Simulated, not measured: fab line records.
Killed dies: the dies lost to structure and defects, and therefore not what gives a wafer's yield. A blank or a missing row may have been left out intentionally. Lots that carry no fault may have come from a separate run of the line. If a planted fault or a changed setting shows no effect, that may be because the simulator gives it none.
Comparing a struck lot with a sound one || flow sky130 || 24 steps out of a route of 708
Sound: the wafers L799.2, L799.4, L799.6. Wafers struck: L806.3, L806.4, L806.5. The cause comes at the end.
At each step with rows: each side's tool, then ch and its chambers, then its first start. Under that, the readings that differ: sound wafers || struck wafers || difference of the means || sigmas: that difference in standard deviations of wafers without a fault.
alike: readings with means less than 2 such deviations apart, plus words and numbers identical on both sides. not compared: withheld readings, readings lacking a value on some wafer, bounds such as >300 that could conceal the same value, and numbers that have no deviation in the record and whose values overlap.
A row with sigmas, a row that says differs or no value, or rows on one side alone: a step with any of these is where the two part. When numbers do not overlap yet have no deviation, they are printed without sigmas and do not part them. Lack of a reading on every wafer of one side parts them only where that side has two or more wafers.

first, 4 steps without rows for these wafers: SKY_CAPM_SOFTBAKE_08 (time 60 s); SKY_CAPM_EXPOSE_09 (exposes mask CAPM, target cd 1000 nm); SKY_CAPM_PEB_10; SKY_CAPM_DEVELOP_11 (develop time 60 s).
SKY_CAPM_OVL_MEAS_12:
  sound: overlay-02 at day 40 23:14; struck: overlay-01 at day 42 15:23
  alike: CAPM_OVL
SKY_CAPM_METAL_ETCH_13: etches TiN in Cl2/BCl3, stops on SiO2, target depth 220 nm, time 62.9 s.
  sound on rie_metal-02 ch 0,1, day 40 23:16; struck on rie_metal-02 ch 0, day 42 15:28
  alike: drypump_motor_current_A, oes_product_au, throttle_valve_pct
  not compared: rf_hours_counter_h
SKY_CAPM_STRIP_14: strips in O2/N2.
  sound on plasma_asher-04 ch 0,1, day 40 23:21; struck on plasma_asher-01 ch 0,1, day 42 15:37
  alike: drypump_motor_current_A, oes_product_au, strip_time_to_endpoint_s
  not compared: rf_hours_counter_h
then, 5 steps without rows for these wafers: SKY_CAPM_STRIP_15 (strips in post etch residue remover, time 1200 s); SKY_CAPM_CLEAN_16 (cleans in IPA, time 180 s); SKY_CAPM_CLEAN_17 (cleans in O3/DIW); SKY_METAL3_DEHYDRATE_05 (time 60 s); SKY_METAL3_HMDS_06 (prime time 60 s).
SKY_METAL3_COAT_07: resist thk 60 nm.
  sound on litho_track-04 ch 0, day 41 10:17; struck on litho_track-04 ch 0, day 43 02:25
{"reading": "spin_speed_rpm (rpm)", "sound": "2999.2 2993.4 3002.8", "struck": "2881.5 2874.8 2877.9", "difference": -120.4, "sigmas": -52}
then, 5 steps without rows for these wafers: SKY_METAL3_COAT_08 (resist thk 1140 nm); SKY_METAL3_SOFTBAKE_09 (time 90 s); SKY_METAL3_EXPOSE_10 (exposes mask MM3, target cd 300 nm); SKY_METAL3_PEB_11; SKY_METAL3_DEVELOP_12 (develop time 60 s).
SKY_METAL3_CD_MEAS_13: the cd target is 300 nm.
  sound: cd_sem-02 at day 41 22:59; struck: cd_sem-02 at day 43 14:20
  alike: cd_nm
SKY_METAL3_OVL_MEAS_14:
  sound: overlay-01 at day 41 23:05; struck: overlay-02 at day 43 14:26
  alike: METAL3_OVL
SKY_METAL3_DESCUM_15: chemistry O2, time 8 s.
  sound on rie_metal-01 ch 0, day 41 23:07; struck on rie_metal-01 ch 0,1, day 43 14:28
  alike: drypump_motor_current_A, oes_product_au
  not compared: rf_hours_counter_h
SKY_METAL3_ETCH_16: etches BARC in N2/H2, stops on SiO2, time 88.2 s, target depth 60 nm.
  sound on rie_metal-01 ch 0, day 41 23:09; struck on rie_metal-01 ch 0,1, day 43 14:31
{"reading": "model.etch.depth_nm (nm)", "sound": "60 59.99 59.95", "struck": "61.31 61.35 61.39", "difference": "+1.37", "sigmas": ""}
  alike: drypump_motor_current_A, oes_product_au, throttle_valve_pct
  not compared: rf_hours_counter_h
SKY_METAL3_ETCH_17: etches SiO2 in C4F8/O2/Ar, stops on TiN, time 3.9 s, target depth 15 nm.
  sound on rie_diel-03 ch 0,1,3, day 41 23:15; struck on rie_diel-01 ch 0,2, day 43 14:35
  alike: oes_product_au
  not compared: rf_hours_counter_h
-- the record jumps here: 6 days lie between the struck wafers' starts before and after (it left off in module METAL3 and takes up again in module PAD_OPEN, whose first step shown is number 708 of the route) --
SKY_PAD_OPEN_PROBE_99:
  sound: prober-01 at day 48 14:13; struck: prober-01 at day 50 02:15
  alike: defect_limited_yield, killed_at_M0_to_M3, killed_at_M4_up, killed_at_contacts, killed_at_front_end, killed_at_other, killed_dies, killed_open, killed_short, sort_bin_3_pad_short, sort_bin_5_function, sort_bin_6_memory, sort_n_pass, sort_yield_pct

== WHERE THEY PART ==
Only at SKY_METAL3_COAT_07, as far as this record shows. Later steps at which nothing parts them and some readings are alike: SKY_METAL3_CD_MEAS_13, SKY_METAL3_OVL_MEAS_14, SKY_METAL3_DESCUM_15, SKY_METAL3_ETCH_16, SKY_METAL3_ETCH_17, SKY_PAD_OPEN_PROBE_99.

WHY: whatever the simulator had introduced
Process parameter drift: litho_track-04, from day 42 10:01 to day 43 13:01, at SKY_METAL3_COAT_07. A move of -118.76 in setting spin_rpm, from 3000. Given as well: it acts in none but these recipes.
